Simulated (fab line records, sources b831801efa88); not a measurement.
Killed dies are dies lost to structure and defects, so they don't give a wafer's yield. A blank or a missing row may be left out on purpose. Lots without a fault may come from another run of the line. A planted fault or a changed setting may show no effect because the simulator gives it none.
Split-lot experiment | flow gf180mcu | 5 lots, 27 wafers read, on a route of 602 steps

THE SPLIT
At GF_CONTACT_SPUTTER_22 (material Ti, target thk 15 nm, time 80.02 s), the setting time_s was moved away from the recipe's 80.02 s on 9 of the 27 wafers read, by -31.1% to +53.7%. The other wafers ran this setting at the recipe's value.

The reading is taken at the split's own step.

THE READING
Ti_of_CONTACT_SPUTTER_22.thk_nm (the simulator's own value, which no gauge read), in nm, at GF_CONTACT_SPUTTER_22 (material Ti, target thk 15 nm, time 80.02 s). The file gives no usual value for it. The 18 wafers here that ran the recipe average 15.11 nm, standard deviation 0.15 nm.

wafer  | tool, chamber at the split | time_s as run, s | against the recipe | Ti_of_CONTACT_SPUTTER_22.thk_nm, nm | against lot-mates on the recipe
L076.1 | pvd_sputter-02, -          | 80.02            | recipe             | 14.92                               | -
L076.2 | pvd_sputter-02, -          | 123              | +53.7%             | 23.31                               | +8.16
L076.3 | pvd_sputter-02, -          | 123              | +53.7%             | 23.15                               | +8.00
L076.4 | pvd_sputter-02, -          | 123              | +53.7%             | 23.15                               | +8.00
L076.5 | pvd_sputter-02, -          | 80.02            | recipe             | 15.48                               | -
L076.6 | pvd_sputter-02, -          | 80.02            | recipe             | 15.04                               | -
L079.2 | pvd_sputter-03, -          | 80.02            | recipe             | 15.24                               | -
L079.3 | pvd_sputter-03, -          | 80.02            | recipe             | 15.08                               | -
L079.6 | pvd_sputter-03, -          | 80.02            | recipe             | 15.11                               | -
L081.1 | pvd_sputter-01, -          | 80.02            | recipe             | 14.91                               | -
L081.2 | pvd_sputter-01, -          | 110.6            | +38.2%             | 20.81                               | +5.85
L081.3 | pvd_sputter-01, -          | 110.6            | +38.2%             | 20.73                               | +5.77
L081.4 | pvd_sputter-01, -          | 110.6            | +38.2%             | 20.77                               | +5.81
L081.5 | pvd_sputter-01, -          | 80.02            | recipe             | 15.06                               | -
L081.6 | pvd_sputter-01, -          | 80.02            | recipe             | 14.92                               | -
L080.1 | pvd_sputter-03, -          | 80.02            | recipe             | 15.04                               | -
L080.2 | pvd_sputter-03, -          | 80.02            | recipe             | 15.23                               | -
L080.3 | pvd_sputter-03, -          | 80.02            | recipe             | 15.09                               | -
L080.4 | pvd_sputter-03, -          | 80.02            | recipe             | 15.02                               | -
L080.5 | pvd_sputter-03, -          | 80.02            | recipe             | 15.03                               | -
L080.6 | pvd_sputter-03, -          | 80.02            | recipe             | 15.28                               | -
L084.1 | pvd_sputter-02, -          | 55.17            | -31.1%             | 10.7                                | -4.45
L084.2 | pvd_sputter-02, -          | 80.02            | recipe             | 15.13                               | -
L084.3 | pvd_sputter-02, -          | 55.17            | -31.1%             | 10.38                               | -4.77
L084.4 | pvd_sputter-02, -          | 80.02            | recipe             | 15.02                               | -
L084.5 | pvd_sputter-02, -          | 55.17            | -31.1%             | 10.53                               | -4.62
L084.6 | pvd_sputter-02, -          | 80.02            | recipe             | 15.31                               | -

THE FIT
A straight line over all 27 wafers: Ti_of_CONTACT_SPUTTER_22.thk_nm changes by +0.149 nm for each +1% of time_s; r = +1.00; the points scatter about the line by 0.14 nm.
The same after taking each lot's own level away (the mean of its wafers on the recipe; 27 wafers): +0.15 nm for each +1%; r = +1.00; scatter 0.13 nm.
On that fit, the largest move of time_s shifts the reading by 8.1 nm.
The lots' own levels span 14.963 to 15.153 nm, that is 1.3 times the standard deviation above.
So the lot-to-lot level changes the slope little: the two slopes agree.
Check: with one of the wafers moved furthest among these (+53.7%) left out of the fit, the line predicts +8.06 nm for it against its lot-mates. It came out at +8.16 nm against them.

OTHER SPLITS ON THESE WAFERS
These wafers also went through other splits before the reading. Each is held against what the fit with the lots' levels taken away leaves over:
other split on the same wafers      | wafers away from the commonest value | r with Ti_of_CONTACT_SPUTTER_22.thk_nm (lot level and that fit taken away)
GF_DUAL_GATE_OXIDATION_15 ox_time_s | 18                                   | -0.03

THE FILE'S OWN FIT
Ti_of_CONTACT_SPUTTER_22.thk_nm changes by +0.15 nm for each +1% of time_s, r = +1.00.
